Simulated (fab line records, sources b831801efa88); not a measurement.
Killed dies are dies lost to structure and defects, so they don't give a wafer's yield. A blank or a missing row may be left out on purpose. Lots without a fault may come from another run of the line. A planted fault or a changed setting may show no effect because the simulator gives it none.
Problem report in the 8D (eight disciplines) form, filled by code | flow gf180mcu | the parts of the form that need people (team, actions taken, sign-off) are left out

1. THE PROBLEM
developer_temp_C at GF_M1_DEVELOP_13 reads a mean of 20.24 C on 6 wafers of 2 lots; wafers without a fault read 21.02 C with a standard deviation of 0.098. That is -8.0 standard deviations from the usual mean.
The step: develop time 60 s.
First seen on wafer L299.3, day 23 11:31, on litho_track-04. The record holds 42 wafers of 14 lots with a number at this step. Rule for "out", or "out of limits": more than 4 standard deviations from the usual mean. The other wafers with a number count as sound.

2. WHAT IT IS AND WHAT IT IS NOT
question                    | is                     | is not
which readings at this step | developer_temp_C       | -
which lots                  | L299, L301             | L282, L283, L284, L285, L288, L289, L290, L291, L292, L293, L295, L302
which wafers of those lots  | all that have a number | -
read on which tools         | litho_track-04         | litho_track-01, litho_track-03
when                        | from day 23 11:31      | up to then (33 sound wafers); but 3 sound wafers of L302 came after

3. SUSPECTS, AND WHAT RULES EACH OUT
Counting: a tool at a process step up to the reading stays a suspect if it ran every lot that is out and no sound lot after the first of them.
- litho_track-04 at GF_M1_DEVELOP_13 (develop time 60 s): kept. It ran every lot that is out, first L299 (day 23 11:31), and no sound lot after that; its last sound lot up to then is L295 (day 21 20:16). Its own readings are out on those wafers: developer_temp_C.
Left after counting: litho_track-04 at GF_M1_DEVELOP_13.

4. THE CAUSE (what the simulator had put in)
Process parameter drift: litho_track-04, from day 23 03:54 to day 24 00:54, at GF_M1_DEVELOP_13. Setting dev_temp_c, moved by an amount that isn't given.
Counting left only this tool.

5. THE CHAIN OF EFFECTS, in route order
Each row: a reading whose mean over the struck wafers that have a number lies more than 3 standard deviations from the usual. Only readings for which the record gives a usual standard deviation are gone through. hours: the time from each lot's start at the first step in this table that gives one to its start at this step, as a median over the lots. sigmas: the change in usual standard deviations.
hours | step             | reading          | usual   | on struck wafers | change | sigmas
0     | GF_M1_DEVELOP_13 | developer_temp_C | 21.02 C | 20.24            | -0.78  | -8.0
The process steps in it:
- GF_M1_DEVELOP_13: develop time 60 s.

6. WHAT WOULD HAVE CAUGHT IT SOONER
In this record the first reading out of limits was taken at day 23 11:31, 8 hours after the fault began at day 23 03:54.
